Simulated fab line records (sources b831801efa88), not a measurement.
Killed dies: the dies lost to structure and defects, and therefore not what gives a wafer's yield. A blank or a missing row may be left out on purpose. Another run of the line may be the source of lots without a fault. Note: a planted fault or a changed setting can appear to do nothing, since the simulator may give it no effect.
fab line records || flow gf180mcu
record: {"lots": 7, "wafers": 21, "lastDay": 34}
route steps=602 shown V5@546
lots untouched by any fault: they come from a run of this same line in which no faults occurred
startH: start of the lot's first displayed wafer, in hours after the record's first day || waitH: hours since the lot's step before || " the same as in the row above || L1.1+2: a row that stands for several wafers || - no value, or no start given || * or withheld: withheld || < > ~ a bound
route shown NAME@n: names a module that has steps shown in the file, with the first one's number in the route || usual: mean/standard deviation of fault-free wafers || same: alike in all rows || chamber/n: place in a boat || sites: per-site readings || _std_site: standard deviation across them || _edge_site: the outer-site mean with the inner-site mean subtracted || radiusMm: how far each site lies from the wafer's centre || mask NAME#n: copy n || behind: the tool/chamber that last shaped the wafer || hold: why the lot was held/for how many hours/how that ended || device: whichever transistor did not switch (one of n, p or np) || end of line: tests run on the same wafers once the route is complete || a step without rows: its recipe alone || killed: at the first sort, the dies lost to defects and structure; wafer yield is something else || map: shows each die of a wafer: x if killed, . if not, _ if none is there
set.NAME: the setting as run; set.NAME@STEP: as run at that earlier step || model.NAME: the simulator's own value behind a step, which no gauge read
lots at selected steps of the route; one table per step, one row per wafer
services: a tool's chamber out of use, with start hour (startH, from the record's first day; less than 0 if before it), hours out, and reason
== steps ==
step: GF_V5_DEHYDRATE_06
recipe: {"tempC": 200, "timeS": 60}
step: GF_V5_HMDS_07
recipe: {"primeTimeS": 60, "primeTempC": 120}
step: GF_V5_COAT_08
recipe: {"resist": "BARC", "tempC": "withheld", "timeS": "withheld", "spinRpm": "withheld", "resistThkNm": "withheld"}
step: GF_V5_COAT_09
recipe: {"resist": "KrF", "spinRpm": "withheld", "resistThkNm": 1000}
step: GF_V5_SOFTBAKE_10
recipe: {"tempC": 130, "timeS": 60, "resist": "KrF"}
step: GF_V5_EXPOSE_11
recipe: {"maskId": "Via5", "targetCdNm": 260, "na": 0.68, "sourceShape": "conventional", "sigmaOuter": 0.6, "doseMj": 38}
step: GF_V5_PEB_12
recipe: {"pebTempC": 135, "pebTimeS": 90, "resist": "KrF"}
step: GF_V5_DEVELOP_13
recipe: {"developTimeS": 60, "resist": "KrF", "devTempC": 21}
step: GF_V5_CD_MEAS_14
recipe: {"targetCdNm": 260}
usual: {"cdNm": "260.1/1.1"}
{"lot.wafer": "L487.1", "tool": "cdSem-01", "chamber": "-", "startH": 712.26, "waitH": 0.1, "cdNm": 261.0}
{"lot.wafer": "L487.4", "tool": "cdSem-01", "chamber": "-", "startH": 712.26, "waitH": 0.1, "cdNm": 262.0}
{"lot.wafer": "L487.6", "tool": "cdSem-01", "chamber": "-", "startH": 712.26, "waitH": 0.1, "cdNm": 262.1}
{"lot.wafer": "L489.2", "tool": "cdSem-01", "chamber": "-", "startH": 726.62, "waitH": 0.1, "cdNm": 259.4}
{"lot.wafer": "L489.4", "tool": "cdSem-01", "chamber": "-", "startH": 726.62, "waitH": 0.1, "cdNm": 261.1}
{"lot.wafer": "L489.6", "tool": "cdSem-01", "chamber": "-", "startH": 726.62, "waitH": 0.1, "cdNm": 259.7}
{"lot.wafer": "L490.3", "tool": "cdSem-01", "chamber": "-", "startH": 729.78, "waitH": 0.1, "cdNm": 260.4}
{"lot.wafer": "L490.4", "tool": "cdSem-01", "chamber": "-", "startH": 729.78, "waitH": 0.1, "cdNm": 261.1}
{"lot.wafer": "L490.5", "tool": "cdSem-01", "chamber": "-", "startH": 729.78, "waitH": 0.1, "cdNm": 262.3}
{"lot.wafer": "L491.1", "tool": "cdSem-01", "chamber": "-", "startH": 735.91, "waitH": 0.1, "cdNm": 259.9}
{"lot.wafer": "L491.3", "tool": "cdSem-01", "chamber": "-", "startH": 735.91, "waitH": 0.1, "cdNm": 260.0}
{"lot.wafer": "L491.5", "tool": "cdSem-01", "chamber": "-", "startH": 735.91, "waitH": 0.1, "cdNm": 258.0}
{"lot.wafer": "L492.1", "tool": "cdSem-02", "chamber": "-", "startH": 742.06, "waitH": 0.1, "cdNm": 259.3}
{"lot.wafer": "L492.3", "tool": "cdSem-02", "chamber": "-", "startH": 742.06, "waitH": 0.1, "cdNm": 258.1}
{"lot.wafer": "L492.4", "tool": "cdSem-02", "chamber": "-", "startH": 742.06, "waitH": 0.1, "cdNm": 260.4}
{"lot.wafer": "L498.1", "tool": "cdSem-01", "chamber": "-", "startH": 779.10, "waitH": 0.1, "cdNm": 261.3}
{"lot.wafer": "L498.3", "tool": "cdSem-01", "chamber": "-", "startH": 779.10, "waitH": 0.1, "cdNm": 262.5}
{"lot.wafer": "L498.4", "tool": "cdSem-01", "chamber": "-", "startH": 779.10, "waitH": 0.1, "cdNm": 262.3}
{"lot.wafer": "L499.3", "tool": "cdSem-02", "chamber": "-", "startH": 782.97, "waitH": 0.1, "cdNm": 259.4}
{"lot.wafer": "L499.4", "tool": "cdSem-02", "chamber": "-", "startH": 782.97, "waitH": 0.1, "cdNm": 259.6}
{"lot.wafer": "L499.5", "tool": "cdSem-02", "chamber": "-", "startH": 782.97, "waitH": 0.1, "cdNm": 258.5}
step: GF_V5_OVL_MEAS_15
usual: {"V5_OVL": "1/5.5"}
{"lot.wafer": "L487.1", "tool": "overlay-02", "chamber": "-", "startH": 712.38, "waitH": 0.1, "V5_OVL[nm]": -6}
{"lot.wafer": "L487.4", "tool": "overlay-02", "chamber": "-", "startH": 712.38, "waitH": 0.1, "V5_OVL[nm]": -3}
{"lot.wafer": "L487.6", "tool": "overlay-02", "chamber": "-", "startH": 712.38, "waitH": 0.1, "V5_OVL[nm]": -7}
{"lot.wafer": "L489.2", "tool": "overlay-02", "chamber": "-", "startH": 726.73, "waitH": 0.1, "V5_OVL[nm]": 2}
{"lot.wafer": "L489.4", "tool": "overlay-02", "chamber": "-", "startH": 726.73, "waitH": 0.1, "V5_OVL[nm]": 6}
{"lot.wafer": "L489.6", "tool": "overlay-02", "chamber": "-", "startH": 726.73, "waitH": 0.1, "V5_OVL[nm]": 6}
{"lot.wafer": "L490.3", "tool": "overlay-02", "chamber": "-", "startH": 729.87, "waitH": 0.1, "V5_OVL[nm]": 6}
{"lot.wafer": "L490.4", "tool": "overlay-02", "chamber": "-", "startH": 729.87, "waitH": 0.1, "V5_OVL[nm]": 3}
{"lot.wafer": "L490.5", "tool": "overlay-02", "chamber": "-", "startH": 729.87, "waitH": 0.1, "V5_OVL[nm]": -3}
{"lot.wafer": "L491.1", "tool": "overlay-02", "chamber": "-", "startH": 736.03, "waitH": 0.1, "V5_OVL[nm]": 1}
{"lot.wafer": "L491.3", "tool": "overlay-02", "chamber": "-", "startH": 736.03, "waitH": 0.1, "V5_OVL[nm]": 3}
{"lot.wafer": "L491.5", "tool": "overlay-02", "chamber": "-", "startH": 736.03, "waitH": 0.1, "V5_OVL[nm]": 3}
{"lot.wafer": "L492.1", "tool": "overlay-01", "chamber": "-", "startH": 742.18, "waitH": 0.1, "V5_OVL[nm]": 3}
{"lot.wafer": "L492.3", "tool": "overlay-01", "chamber": "-", "startH": 742.18, "waitH": 0.1, "V5_OVL[nm]": -3}
{"lot.wafer": "L492.4", "tool": "overlay-01", "chamber": "-", "startH": 742.18, "waitH": 0.1, "V5_OVL[nm]": 1}
{"lot.wafer": "L498.1", "tool": "overlay-02", "chamber": "-", "startH": 779.22, "waitH": 0.1, "V5_OVL[nm]": -3}
{"lot.wafer": "L498.3", "tool": "overlay-02", "chamber": "-", "startH": 779.22, "waitH": 0.1, "V5_OVL[nm]": 2}
{"lot.wafer": "L498.4", "tool": "overlay-02", "chamber": "-", "startH": 779.22, "waitH": 0.1, "V5_OVL[nm]": 0}
{"lot.wafer": "L499.3", "tool": "overlay-01", "chamber": "-", "startH": 783.07, "waitH": 0.1, "V5_OVL[nm]": -1}
{"lot.wafer": "L499.4", "tool": "overlay-01", "chamber": "-", "startH": 783.07, "waitH": 0.1, "V5_OVL[nm]": 7}
{"lot.wafer": "L499.5", "tool": "overlay-01", "chamber": "-", "startH": 783.07, "waitH": 0.1, "V5_OVL[nm]": 9}
step: GF_V5_ETCH_16
recipe: {"chemistry": "N2/H2", "targetDepthA": "withheld", "overetchA": "withheld", "timeS": "withheld", "target": "BARC", "ionEnergyEv": 200, "sourceW": 500, "biasW": 100, "pressureMtorr": 30, "n2FlowSccm": 100, "h2FlowSccm": 200}
usual: {"drypumpMotorCurrentA": "5.7/0.34", "oesProductAu": "0.855/0.0049", "throttleValvePct": "13.224/0.0096"}
{"lot.wafer": "L487.1", "tool": "rieDiel-04", "chamber": 2, "startH": 712.42, "waitH": 0.0, "drypumpMotorCurrentA": 6.1, "oesProductAu": 0.851, "throttleValvePct": 13.222}
{"lot.wafer": "L487.4", "tool": "rieDiel-04", "chamber": 3, "startH": 712.42, "waitH": 0.0, "drypumpMotorCurrentA": 5.6, "oesProductAu": 0.849, "throttleValvePct": 13.218}
{"lot.wafer": "L487.6", "tool": "rieDiel-04", "chamber": 2, "startH": 712.42, "waitH": 0.0, "drypumpMotorCurrentA": 6.1, "oesProductAu": 0.855, "throttleValvePct": 13.225}
{"lot.wafer": "L489.2", "tool": "rieDiel-02", "chamber": 2, "startH": 726.76, "waitH": 0.0, "drypumpMotorCurrentA": 5.8, "oesProductAu": 0.857, "throttleValvePct": 13.233}
{"lot.wafer": "L489.4", "tool": "rieDiel-02", "chamber": 1, "startH": 726.76, "waitH": 0.0, "drypumpMotorCurrentA": 5.9, "oesProductAu": 0.854, "throttleValvePct": 13.238}
{"lot.wafer": "L489.6", "tool": "rieDiel-02", "chamber": 1, "startH": 726.76, "waitH": 0.0, "drypumpMotorCurrentA": 5.9, "oesProductAu": 0.855, "throttleValvePct": 13.213}
{"lot.wafer": "L490.3", "tool": "rieDiel-03", "chamber": 0, "startH": 729.89, "waitH": 0.0, "drypumpMotorCurrentA": 5.8, "oesProductAu": 0.858, "throttleValvePct": 13.221}
{"lot.wafer": "L490.4", "tool": "rieDiel-03", "chamber": 0, "startH": 729.89, "waitH": 0.0, "drypumpMotorCurrentA": 5.8, "oesProductAu": 0.851, "throttleValvePct": 13.243}
{"lot.wafer": "L490.5", "tool": "rieDiel-03", "chamber": 2, "startH": 729.89, "waitH": 0.0, "drypumpMotorCurrentA": 5.7, "oesProductAu": 0.855, "throttleValvePct": 13.219}
{"lot.wafer": "L491.1", "tool": "rieDiel-02", "chamber": 3, "startH": 736.07, "waitH": 0.0, "drypumpMotorCurrentA": 6.1, "oesProductAu": 0.856, "throttleValvePct": 13.201}
{"lot.wafer": "L491.3", "tool": "rieDiel-02", "chamber": 1, "startH": 736.07, "waitH": 0.0, "drypumpMotorCurrentA": 5.9, "oesProductAu": 0.856, "throttleValvePct": 13.227}
{"lot.wafer": "L491.5", "tool": "rieDiel-02", "chamber": 2, "startH": 736.07, "waitH": 0.0, "drypumpMotorCurrentA": 5.8, "oesProductAu": 0.860, "throttleValvePct": 13.242}
{"lot.wafer": "L492.1", "tool": "rieDiel-03", "chamber": 0, "startH": 742.22, "waitH": 0.0, "drypumpMotorCurrentA": 5.8, "oesProductAu": 0.853, "throttleValvePct": 13.219}
{"lot.wafer": "L492.3", "tool": "rieDiel-03", "chamber": 2, "startH": 742.22, "waitH": 0.0, "drypumpMotorCurrentA": 5.7, "oesProductAu": 0.860, "throttleValvePct": 13.235}
{"lot.wafer": "L492.4", "tool": "rieDiel-03", "chamber": 3, "startH": 742.22, "waitH": 0.0, "drypumpMotorCurrentA": 5.2, "oesProductAu": 0.852, "throttleValvePct": 13.224}
{"lot.wafer": "L498.1", "tool": "rieDiel-04", "chamber": 2, "startH": 779.26, "waitH": 0.0, "drypumpMotorCurrentA": 6.0, "oesProductAu": 0.845, "throttleValvePct": 13.233}
{"lot.wafer": "L498.3", "tool": "rieDiel-04", "chamber": 0, "startH": 779.26, "waitH": 0.0, "drypumpMotorCurrentA": 5.3, "oesProductAu": 0.849, "throttleValvePct": 13.233}
{"lot.wafer": "L498.4", "tool": "rieDiel-04", "chamber": 0, "startH": 779.26, "waitH": 0.0, "drypumpMotorCurrentA": 5.4, "oesProductAu": 0.861, "throttleValvePct": 13.208}
{"lot.wafer": "L499.3", "tool": "rieDiel-04", "chamber": 2, "startH": 783.09, "waitH": 0.0, "drypumpMotorCurrentA": 6.0, "oesProductAu": 0.855, "throttleValvePct": 13.206}
{"lot.wafer": "L499.4", "tool": "rieDiel-04", "chamber": 0, "startH": 783.09, "waitH": 0.0, "drypumpMotorCurrentA": 5.4, "oesProductAu": 0.855, "throttleValvePct": 13.214}
{"lot.wafer": "L499.5", "tool": "rieDiel-04", "chamber": 3, "startH": 783.09, "waitH": 0.0, "drypumpMotorCurrentA": 5.6, "oesProductAu": 0.859, "throttleValvePct": 13.222}
step: GF_V5_ETCH_17
recipe: {"chemistry": "C4F8/O2/Ar", "maskMaterial": "KrF", "target": "SiO2", "stopOn": "TiN", "sourceW": 1500, "biasW": 1200, "pressureMtorr": 40, "c4f8FlowSccm": "withheld", "O2_flow_sccm": 6, "Ar_flow_sccm": 300, "timeS": "withheld", "targetDepthA": 8550}
usual: {"oesProductAu": "0.859/0.0045"}
{"lot.wafer": "L487.1", "tool": "rieDiel-04", "chamber": 2, "startH": "-", "waitH": "-", "oesProductAu": 0.860}
{"lot.wafer": "L487.4", "tool": "rieDiel-04", "chamber": 3, "startH": "-", "waitH": "-", "oesProductAu": 0.854}
{"lot.wafer": "L487.6", "tool": "rieDiel-04", "chamber": 2, "startH": "-", "waitH": "-", "oesProductAu": 0.854}
{"lot.wafer": "L489.2", "tool": "rieDiel-02", "chamber": 2, "startH": "-", "waitH": "-", "oesProductAu": 0.861}
{"lot.wafer": "L489.4", "tool": "rieDiel-02", "chamber": 1, "startH": "-", "waitH": "-", "oesProductAu": 0.856}
{"lot.wafer": "L489.6", "tool": "rieDiel-02", "chamber": 1, "startH": "-", "waitH": "-", "oesProductAu": 0.868}
{"lot.wafer": "L490.3", "tool": "rieDiel-03", "chamber": 0, "startH": "-", "waitH": "-", "oesProductAu": 0.858}
{"lot.wafer": "L490.4", "tool": "rieDiel-03", "chamber": 0, "startH": "-", "waitH": "-", "oesProductAu": 0.855}
{"lot.wafer": "L490.5", "tool": "rieDiel-03", "chamber": 2, "startH": "-", "waitH": "-", "oesProductAu": 0.865}
{"lot.wafer": "L491.1", "tool": "rieDiel-02", "chamber": 3, "startH": "-", "waitH": "-", "oesProductAu": 0.859}
{"lot.wafer": "L491.3", "tool": "rieDiel-02", "chamber": 1, "startH": "-", "waitH": "-", "oesProductAu": 0.854}
{"lot.wafer": "L491.5", "tool": "rieDiel-02", "chamber": 2, "startH": "-", "waitH": "-", "oesProductAu": 0.857}
{"lot.wafer": "L492.1", "tool": "rieDiel-03", "chamber": 0, "startH": "-", "waitH": "-", "oesProductAu": 0.855}
{"lot.wafer": "L492.3", "tool": "rieDiel-03", "chamber": 2, "startH": "-", "waitH": "-", "oesProductAu": 0.858}
{"lot.wafer": "L492.4", "tool": "rieDiel-03", "chamber": 3, "startH": "-", "waitH": "-", "oesProductAu": 0.860}
{"lot.wafer": "L498.1", "tool": "rieDiel-04", "chamber": 2, "startH": "-", "waitH": "-", "oesProductAu": 0.856}
{"lot.wafer": "L498.3", "tool": "rieDiel-04", "chamber": 0, "startH": "-", "waitH": "-", "oesProductAu": 0.860}
{"lot.wafer": "L498.4", "tool": "rieDiel-04", "chamber": 0, "startH": "-", "waitH": "-", "oesProductAu": 0.856}
{"lot.wafer": "L499.3", "tool": "rieDiel-04", "chamber": 2, "startH": "-", "waitH": "-", "oesProductAu": 0.864}
{"lot.wafer": "L499.4", "tool": "rieDiel-04", "chamber": 0, "startH": "-", "waitH": "-", "oesProductAu": 0.857}
{"lot.wafer": "L499.5", "tool": "rieDiel-04", "chamber": 3, "startH": "-", "waitH": "-", "oesProductAu": 0.856}
step: GF_V5_STRIP_18
recipe: {"chemistry": "O2/N2", "powerW": 1400, "pressureMtorr": 1500, "platenTempC": 250, "o2FlowSccm": 3000, "n2FlowSccm": 300, "overashFraction": 0.5}
usual: {"chamberPressureMTorr": "1500.0/1.4", "drypumpMotorCurrentA": "6.07/0.29", "heaterPowerW": "344/33", "oesProductAu": "0.570/0.0047"}
{"lot.wafer": "L487.1", "tool": "plasmaAsher-04", "chamber": 1, "startH": 712.57, "waitH": "-", "chamberPressureMTorr": 1503.3, "drypumpMotorCurrentA": 6.08, "heaterPowerW": 300, "oesProductAu": 0.579, "rfHoursCounterH": 30}
{"lot.wafer": "L487.4", "tool": "plasmaAsher-04", "chamber": 1, "startH": 712.57, "waitH": "-", "chamberPressureMTorr": 1500.9, "drypumpMotorCurrentA": 6.09, "heaterPowerW": 296, "oesProductAu": 0.572, "rfHoursCounterH": "-"}
{"lot.wafer": "L487.6", "tool": "plasmaAsher-04", "chamber": 1, "startH": 712.57, "waitH": "-", "chamberPressureMTorr": 1500.9, "drypumpMotorCurrentA": 6.09, "heaterPowerW": 291, "oesProductAu": 0.558, "rfHoursCounterH": "-"}
{"lot.wafer": "L489.2", "tool": "plasmaAsher-01", "chamber": 0, "startH": 726.91, "waitH": "-", "chamberPressureMTorr": 1498.2, "drypumpMotorCurrentA": 6.49, "heaterPowerW": 384, "oesProductAu": 0.570, "rfHoursCounterH": 113}
{"lot.wafer": "L489.4", "tool": "plasmaAsher-01", "chamber": 1, "startH": 726.91, "waitH": "-", "chamberPressureMTorr": 1501.3, "drypumpMotorCurrentA": 5.63, "heaterPowerW": 382, "oesProductAu": 0.565, "rfHoursCounterH": "-"}
{"lot.wafer": "L489.6", "tool": "plasmaAsher-01", "chamber": 1, "startH": 726.91, "waitH": "-", "chamberPressureMTorr": 1500.6, "drypumpMotorCurrentA": 5.64, "heaterPowerW": 380, "oesProductAu": 0.569, "rfHoursCounterH": "-"}
{"lot.wafer": "L490.3", "tool": "plasmaAsher-02", "chamber": 1, "startH": 730.08, "waitH": "-", "chamberPressureMTorr": "-", "drypumpMotorCurrentA": "-", "heaterPowerW": "-", "oesProductAu": "-", "rfHoursCounterH": "-"}
{"lot.wafer": "L490.4", "tool": "plasmaAsher-02", "chamber": 0, "startH": 730.08, "waitH": "-", "chamberPressureMTorr": "-", "drypumpMotorCurrentA": "-", "heaterPowerW": "-", "oesProductAu": "-", "rfHoursCounterH": "-"}
{"lot.wafer": "L490.5", "tool": "plasmaAsher-02", "chamber": 0, "startH": 730.08, "waitH": "-", "chamberPressureMTorr": "-", "drypumpMotorCurrentA": "-", "heaterPowerW": "-", "oesProductAu": "-", "rfHoursCounterH": "-"}
{"lot.wafer": "L491.1", "tool": "plasmaAsher-04", "chamber": 0, "startH": 736.22, "waitH": "-", "chamberPressureMTorr": "-", "drypumpMotorCurrentA": "-", "heaterPowerW": "-", "oesProductAu": "-", "rfHoursCounterH": "-"}
{"lot.wafer": "L491.3", "tool": "plasmaAsher-04", "chamber": 0, "startH": 736.22, "waitH": "-", "chamberPressureMTorr": "-", "drypumpMotorCurrentA": "-", "heaterPowerW": "-", "oesProductAu": "-", "rfHoursCounterH": "-"}
{"lot.wafer": "L491.5", "tool": "plasmaAsher-04", "chamber": 1, "startH": 736.22, "waitH": "-", "chamberPressureMTorr": "-", "drypumpMotorCurrentA": "-", "heaterPowerW": "-", "oesProductAu": "-", "rfHoursCounterH": "-"}
{"lot.wafer": "L492.1", "tool": "plasmaAsher-02", "chamber": 0, "startH": 742.37, "waitH": "-", "chamberPressureMTorr": "-", "drypumpMotorCurrentA": "-", "heaterPowerW": "-", "oesProductAu": "-", "rfHoursCounterH": "-"}
{"lot.wafer": "L492.3", "tool": "plasmaAsher-02", "chamber": 0, "startH": 742.37, "waitH": "-", "chamberPressureMTorr": "-", "drypumpMotorCurrentA": "-", "heaterPowerW": "-", "oesProductAu": "-", "rfHoursCounterH": "-"}
{"lot.wafer": "L492.4", "tool": "plasmaAsher-02", "chamber": 1, "startH": 742.37, "waitH": "-", "chamberPressureMTorr": "-", "drypumpMotorCurrentA": "-", "heaterPowerW": "-", "oesProductAu": "-", "rfHoursCounterH": "-"}
{"lot.wafer": "L498.1", "tool": "plasmaAsher-01", "chamber": 1, "startH": 779.41, "waitH": "-", "chamberPressureMTorr": 1501.2, "drypumpMotorCurrentA": 5.61, "heaterPowerW": 346, "oesProductAu": 0.566, "rfHoursCounterH": 4}
{"lot.wafer": "L498.3", "tool": "plasmaAsher-01", "chamber": 0, "startH": 779.41, "waitH": "-", "chamberPressureMTorr": 1501.1, "drypumpMotorCurrentA": 6.47, "heaterPowerW": 348, "oesProductAu": 0.571, "rfHoursCounterH": "-"}
{"lot.wafer": "L498.4", "tool": "plasmaAsher-01", "chamber": 1, "startH": 779.41, "waitH": "-", "chamberPressureMTorr": 1499.2, "drypumpMotorCurrentA": 5.56, "heaterPowerW": 357, "oesProductAu": 0.563, "rfHoursCounterH": "-"}
{"lot.wafer": "L499.3", "tool": "plasmaAsher-01", "chamber": 1, "startH": 783.28, "waitH": "-", "chamberPressureMTorr": 1499.6, "drypumpMotorCurrentA": 5.54, "heaterPowerW": 353, "oesProductAu": 0.569, "rfHoursCounterH": "-"}
{"lot.wafer": "L499.4", "tool": "plasmaAsher-01", "chamber": 0, "startH": 783.28, "waitH": "-", "chamberPressureMTorr": 1498.6, "drypumpMotorCurrentA": 6.46, "heaterPowerW": 355, "oesProductAu": 0.569, "rfHoursCounterH": "-"}
{"lot.wafer": "L499.5", "tool": "plasmaAsher-01", "chamber": 1, "startH": 783.28, "waitH": "-", "chamberPressureMTorr": 1497.3, "drypumpMotorCurrentA": 5.60, "heaterPowerW": 355, "oesProductAu": 0.566, "rfHoursCounterH": "-"}
step: GF_V5_STRIP_19
recipe: {"chemistry": "postEtchResidueRemover", "timeS": 1200, "tempC": 72.5}
== services ==
{"tool": "rieDiel-03", "chamber": 1, "startH": 726.27, "hours": 11.5, "kind": "repair"}
{"tool": "plasmaAsher-04", "chamber": "-", "startH": 729.40, "hours": 1.2, "kind": "repair"}
{"tool": "plasmaAsher-01", "chamber": "-", "startH": 730.90, "hours": 2.6, "kind": "repair"}
{"tool": "plasmaAsher-01", "chamber": "-", "startH": 733.75, "hours": 9.0, "kind": "pm"}
{"tool": "plasmaAsher-01", "chamber": 0, "startH": 733.75, "hours": 9.0, "kind": "ventCycle"}
{"tool": "plasmaAsher-01", "chamber": 1, "startH": 733.75, "hours": 9.0, "kind": "ventCycle"}
{"tool": "plasmaAsher-01", "chamber": 0, "startH": 742.75, "hours": "-", "kind": "clean"}
{"tool": "plasmaAsher-01", "chamber": 1, "startH": 742.75, "hours": "-", "kind": "clean"}
{"tool": "rieDiel-04", "chamber": 1, "startH": 759.42, "hours": 3.9, "kind": "repair"}
{"tool": "plasmaAsher-02", "chamber": "-", "startH": 772.03, "hours": 7.8, "kind": "repair"}
{"tool": "rieDiel-04", "chamber": 1, "startH": 776.86, "hours": 3.1, "kind": "repair"}
== key ==
firstSign: {"step": "GF_V5_STRIP_18", "reading": "toolRecord", "direction": "missing"}
effect none on later readings
metAt GF_V5_STRIP_18
struckWafers L490.3,L490.4,L490.5,L491.1,L491.3,L491.5,L492.1,L492.3,L492.4
laterRowsLeftOut L490.3,L490.4,L490.5,L491.1,L491.3,L491.5,L492.1,L492.3,L492.4
sortLeftOut L490.3,L490.4,L490.5,L491.1,L491.3,L491.5,L492.1,L492.3,L492.4
onsetBetween 712.57 730.08
fault: {"kind": "skippedStepWhole", "tool": "plasmaAsher-02,plasmaAsher-04", "chamber": "-", "onsetH": 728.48, "steps": "GF_V5_STRIP_18", "scope": "struckLotsOnly"}
sortLeftOut: the simulated sort isn't trusted on such a fault, so these wafers' sort isn't shown, and their yield isn't known
laterRowsLeftOut: the simulator's readings of these wafers behind a module that went badly wrong aren't trusted and aren't shown, but for the sort
